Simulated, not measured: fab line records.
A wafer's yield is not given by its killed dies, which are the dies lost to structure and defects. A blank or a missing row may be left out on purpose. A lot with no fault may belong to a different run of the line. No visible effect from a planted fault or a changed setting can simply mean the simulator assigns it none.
Which tool did it? + flow sky130 + 13 lots with 39 wafers sampled at 3 steps, on a route of 708 steps

WHAT THE GAUGES READ, wafer by wafer
SKY_FIELD_ISO_BOW_MEAS_00.
| lot  | measured    | on            | INCOMING_BOW (um) |
|------|-------------|---------------|-------------------|
| L495 | day 1 10:01 | film_metro-04 | 9 -13 2           |
| L498 | day 2 01:01 | film_metro-02 | -10 3 2           |
| L500 | day 2 11:01 | film_metro-04 | -6 9 -7           |
| L501 | day 2 16:01 | film_metro-02 | 4 5 1             |
| L503 | day 3 02:01 | film_metro-04 | 5 0 2             |
| L505 | day 3 12:00 | film_metro-02 | 7 2 1             |
| L506 | day 3 17:01 | film_metro-03 | 3 -5 3            |
| L513 | day 5 04:01 | film_metro-02 | -19 -8 -1         |
| L514 | day 5 09:00 | film_metro-02 | 6 5 2             |
| L515 | day 5 14:00 | film_metro-02 | 0 -1 0            |
| L516 | day 5 19:00 | film_metro-04 | -5 6 6            |
| L517 | day 6 00:00 | film_metro-03 | -8 -7 3           |
| L518 | day 6 05:01 | film_metro-02 | 10 13 -1          |

SKY_NWELL_OVL_MEAS_10.
| lot  | measured     | on         | NWELL_00_OVL (nm) |
|------|--------------|------------|-------------------|
| L495 | day 4 14:11  | overlay-01 | 0.9 0.4 -0.1      |
| L498 | day 5 07:26  | overlay-01 | 0.8 -1.1 -0.7     |
| L500 | day 5 17:59  | overlay-01 | 0.4 1.7 1.7       |
| L501 | day 6 01:20  | overlay-02 | -1.4 -1.6 1.9     |
| L503 | day 6 09:56  | overlay-02 | -1.7 -2.6 -2.6    |
| L505 | day 6 23:18  | overlay-01 | 1.8 1.6 0.7       |
| L506 | day 7 02:49  | overlay-02 | 0.2 0.8 -0.2      |
| L513 | day 8 21:31  | overlay-02 | -0.7 -1.3 -1.9    |
| L514 | day 9 08:56  | overlay-02 | 0.8 0.9 2.0       |
| L515 | day 9 15:00  | overlay-02 | -1.5 1.7 1.2      |
| L516 | day 9 20:38  | overlay-01 | 2.3 0.6 1.1       |
| L517 | day 9 21:47  | overlay-01 | 3.2 3.5 0.6       |
| L518 | day 10 01:14 | overlay-02 | -1.8 -1.3 -1.3    |

EACH LOT AND THE TOOL THAT RAN IT (in order: tool; ch and the chambers of the sampled wafers; start)
| lot  | SKY_FIELD_ISO_ETCH_15             |
|------|-----------------------------------|
| L495 | rie_diel-04 ch 0,1, day 2 04:52   |
| L498 | rie_diel-02 ch 1,3, day 2 21:44   |
| L500 | rie_diel-01 ch 0,1,2, day 3 06:03 |
| L501 | rie_diel-02 ch 0,1,3, day 3 14:10 |
| L503 | rie_diel-01 ch 0,1,2, day 3 21:55 |
| L505 | rie_diel-04 ch 2,3, day 4 10:01   |
| L506 | rie_diel-04 ch 0,2,3, day 4 13:59 |
| L513 | rie_diel-02 ch 0,1, day 6 00:42   |
| L514 | rie_diel-02 ch 0,1,3, day 6 08:38 |
| L515 | rie_diel-01 ch 0,2,3, day 6 13:21 |
| L516 | rie_diel-01 ch 0,3, day 6 17:16   |
| L517 | rie_diel-02 ch 0,2,3, day 6 23:35 |
| L518 | rie_diel-01 ch 0,1,3, day 7 04:35 |
- SKY_FIELD_ISO_ETCH_15: etches the open film in CHF3/O2, stops on Si, target depth 180 nm, time 72 s.

AS READ BY THE TOOLS THEMSELVES (means over the sampled wafers that have a number; for cases with no such wafer, the mark the record gives instead)
SKY_FIELD_ISO_ETCH_15.
| lot  | tool        | drypump_motor_current_A (A) | oes_product_au (a.u.) | throttle_valve_pct (%) |
|------|-------------|-----------------------------|-----------------------|------------------------|
| L495 | rie_diel-04 | 6.01                        | 0.944                 | 8.852                  |
| L498 | rie_diel-02 | 6.04                        | 0.942                 | 8.845                  |
| L500 | rie_diel-01 | 5.71                        | 0.943                 | 8.854                  |
| L501 | rie_diel-02 | 5.97                        | 0.955                 | 8.857                  |
| L503 | rie_diel-01 | 5.72                        | 0.952                 | 8.837                  |
| L505 | rie_diel-04 | 5.78                        | 0.950                 | 8.844                  |
| L506 | rie_diel-04 | 5.76                        | 0.947                 | 8.849                  |
| L513 | rie_diel-02 | 6.08                        | 0.939                 | 8.841                  |
| L514 | rie_diel-02 | 5.99                        | 0.933                 | 8.844                  |
| L515 | rie_diel-01 | 6.06                        | 0.951                 | 8.847                  |
| L516 | rie_diel-01 | 6.20                        | 0.952                 | 8.850                  |
| L517 | rie_diel-02 | 5.88                        | 0.937                 | 8.841                  |
| L518 | rie_diel-01 | 5.87                        | 0.941                 | 8.848                  |

THE ANSWER, worked out from the rows above alone
Rule: the lots themselves supply what counts as usual. The widest of any qualifying gaps counts: lots, ordered by their means at a reading, are off when they make up no more than a third of the lots, leave a main group of 4 or more, and stand apart from it by 3 or more times the standard deviation of that group's means. If all means in a main group match to the digits the tables above print for the reading, that group is not used. A lot without any number at a reading at which 4 lots or more have one is off too. All remaining lots with rows at the step are treated as sound. After the gauges, taken in route order, come the tools' own readings; for these a lot's mean is taken, as printed above. The first step at which some lot is off is used, and at that step the reading that is off furthest; a lot without a number counts as furthest.
No lot is off at any reading shown: from this, nothing can be told.

WHAT THE SIMULATOR HAD INSERTED
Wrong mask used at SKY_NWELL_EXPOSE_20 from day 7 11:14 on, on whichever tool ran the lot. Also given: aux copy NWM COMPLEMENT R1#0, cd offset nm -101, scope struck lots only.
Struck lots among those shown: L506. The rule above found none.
